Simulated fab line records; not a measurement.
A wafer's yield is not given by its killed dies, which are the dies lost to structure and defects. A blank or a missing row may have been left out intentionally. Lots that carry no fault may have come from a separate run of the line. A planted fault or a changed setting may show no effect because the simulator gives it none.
Which tool did it? ; flow sky130 ; 11 lots, 33 wafers sampled, at 5 steps of a route of 708

WHAT EACH GAUGE READ, for each wafer
SKY_VT_ADJUST_LVTN_OVL_MEAS_07.
lot;measured;on;VT_ADJUST_LVTN_OVL (nm)
L131;day 7 03:18;overlay-01;-3.7 -3.2 -4.0
L132;day 7 04:27;overlay-02;-1.8 0.1 -3.5
L135;day 8 01:02;overlay-01;-0.2 -0.6 -1.2
L137;day 8 13:39;overlay-01;0.8 -0.2 0.2
L146;day 10 22:03;overlay-02;0.4 0.5 0.2
L147;day 11 03:19;overlay-01;0.4 2.0 2.3
L149;day 11 16:42;overlay-01;-0.8 -2.3 0.0
L151;day 12 07:48;overlay-02;0.3 1.1 0.7
L152;day 12 17:23;overlay-02;-2.1 -0.3 -1.5
L153;day 12 22:31;overlay-01;0.6 -0.2 -1.7
L154;day 13 07:51;overlay-01;0.1 -0.1 0.9

SKY_SD_N_RS_MEAS_16: a four-point-probe measurement.
lot;measured;on;SD_N_RS (ohm/sq)
L131;day 28 06:51;film-metro-02;68.72 68.80 68.65
L132;day 28 09:15;film-metro-04;68.56 68.83 68.62
L135;day 29 11:17;film-metro-02;63.38 63.17 63.23
L137;day 30 13:44;film-metro-04;63.14 63.19 63.19
L146;day 33 02:53;film-metro-04;68.68 68.59 68.75
L147;day 33 04:08;film-metro-04;68.68 68.37 68.50
L149;day 34 02:50;film-metro-04;68.49 68.57 68.55
L151;day 34 14:03;film-metro-04;68.64 68.32 68.67
L152;day 35 01:36;film-metro-01;68.79 68.96 68.58
L153;day 35 06:31;film-metro-01;68.71 68.85 68.79
L154;day 35 12:44;film-metro-01;68.77 68.80 68.73

SKY_SD_N_RS_MEAS_17: a four-point-probe measurement.
lot;measured;on;SD_P_RS (ohm/sq)
L131;day 28 06:58;film-metro-02;147.7 147.3 147.0
L132;day 28 09:22;film-metro-04;147.0 147.7 147.1
L135;day 29 11:24;film-metro-02;121.5 121.8 121.8
L137;day 30 13:51;film-metro-04;121.6 121.8 121.5
L146;day 33 03:01;film-metro-04;147.7 147.5 147.9
L147;day 33 04:16;film-metro-04;147.9 147.0 146.8
L149;day 34 02:57;film-metro-04;146.7 146.8 146.8
L151;day 34 14:10;film-metro-04;147.3 146.6 147.2
L152;day 35 01:43;film-metro-01;147.8 147.4 147.5
L153;day 35 06:38;film-metro-01;147.2 147.9 146.7
L154;day 35 12:51;film-metro-01;147.6 147.6 147.6

EACH LOT AND THE TOOL THAT RAN IT (in order: tool; ch and the chambers of the sampled wafers; start)
lot;SKY_VT_ADJUST_LVTN_STRIP_09;SKY_SD_N_RTA_14
L131;plasma-asher-03 ch 0,1, day 7 03:29;rtp-anneal-02 ch 0, day 28 06:40
L132;plasma-asher-03 ch 0,1, day 7 04:38;rtp-anneal-01 ch 0, day 28 09:04
L135;plasma-asher-03 ch 0,1, day 8 01:13;rtp-anneal-02 ch 0, day 29 11:07
L137;plasma-asher-04 ch 0,1, day 8 13:50;rtp-anneal-02 ch 0, day 30 13:34
L146;plasma-asher-03 ch 0,1, day 10 22:14;rtp-anneal-01 ch 0, day 33 02:43
L147;plasma-asher-02 ch 0,1, day 11 03:31;rtp-anneal-02 ch 0, day 33 03:56
L149;plasma-asher-03 ch 0,1, day 11 16:53;rtp-anneal-02 ch 0, day 34 02:40
L151;plasma-asher-03 ch 0,1, day 12 07:59;rtp-anneal-02 ch 0, day 34 13:52
L152;plasma-asher-02 ch 0,1, day 12 17:34;rtp-anneal-01 ch 0, day 35 01:25
L153;plasma-asher-04 ch 0,1, day 12 22:43;rtp-anneal-02 ch 0, day 35 06:20
L154;plasma-asher-04 ch 0,1, day 13 08:02;rtp-anneal-01 ch 0, day 35 12:34
- SKY_VT_ADJUST_LVTN_STRIP_09: strips in O2/N2.
- SKY_SD_N_RTA_14: time 2 s.

AS READ BY THE TOOLS THEMSELVES (means over the sampled wafers that have a number; for cases with no such wafer, the mark the record gives instead)
SKY_VT_ADJUST_LVTN_STRIP_09.
lot;tool;drypump-motor-current-A (A);n2-flow-sccm (sccm);oes-product-au (a.u.);strip-time-to-endpoint-s (s)
L131;plasma-asher-03;6.1;299.6;0.720;37.03
L132;plasma-asher-03;6.1;300.5;0.720;36.89
L135;plasma-asher-03;6.0;300.4;0.727;36.98
L137;plasma-asher-04;5.2;299.2;0.723;37.01
L146;plasma-asher-03;6.0;300.1;0.722;36.88
L147;plasma-asher-02;5.2;300.0;0.721;36.88
L149;plasma-asher-03;6.0;300.9;0.723;36.88
L151;plasma-asher-03;6.1;300.6;0.719;36.91
L152;plasma-asher-02;5.2;300.6;0.728;36.90
L153;plasma-asher-04;5.2;299.9;0.721;36.91
L154;plasma-asher-04;5.7;300.6;0.723;36.89

SKY_SD_N_RTA_14.
lot;tool;lamp-power-pct (%);wafer_temp_C_max
L131;rtp-anneal-02;15.73;1078.1
L132;rtp-anneal-01;15.67;1077.6
L135;rtp-anneal-02;16.53;1108.3
L137;rtp-anneal-02;16.48;1107.9
L146;rtp-anneal-01;15.80;1080.0
L147;rtp-anneal-02;15.74;1079.1
L149;rtp-anneal-02;15.77;1078.4
L151;rtp-anneal-02;15.71;1078.8
L152;rtp-anneal-01;15.74;1078.3
L153;rtp-anneal-02;15.72;1078.2
L154;rtp-anneal-01;15.67;1078.3

THE ANSWER, worked out from the rows above alone
Rule: usual is defined by the lots themselves. Put in order of their means at a reading, lots are off if they are a third of the lots or fewer, leave a main group of 4 or more, and stand apart from it by a gap of 3 or more times the standard deviation of the main group's means; of several such gaps the widest counts. If all means in a main group match to the digits the tables above print for the reading, that group is not used. Also off: a lot with no number at a reading for which 4 or more lots have one. The other lots that the step has rows for count as sound. After the gauges, taken in route order, come the tools' own readings; for these a lot's mean is taken, as printed above. The first step at which some lot is off is used, and at that step the reading that is off furthest; a lot without a number counts as furthest.
Off: L135, L137, seen at SKY_SD_N_RS_MEAS_16 (SD_N_RS). Main group: mean 68.67 ohm/sq, sd 0.1.
A tool fits if, at a process step before that reading, it ran every lot that is off, and no sound lot after the first of them. The gauges at SKY_SD_N_RS_MEAS_16 aren't tried: what is off there is off at SKY_VT_ADJUST_LVTN_STRIP_09 too, on other tools, and a gauge's error can't cause that. Of those tried, none fits.

WHAT WAS PUT IN BY THE SIMULATOR
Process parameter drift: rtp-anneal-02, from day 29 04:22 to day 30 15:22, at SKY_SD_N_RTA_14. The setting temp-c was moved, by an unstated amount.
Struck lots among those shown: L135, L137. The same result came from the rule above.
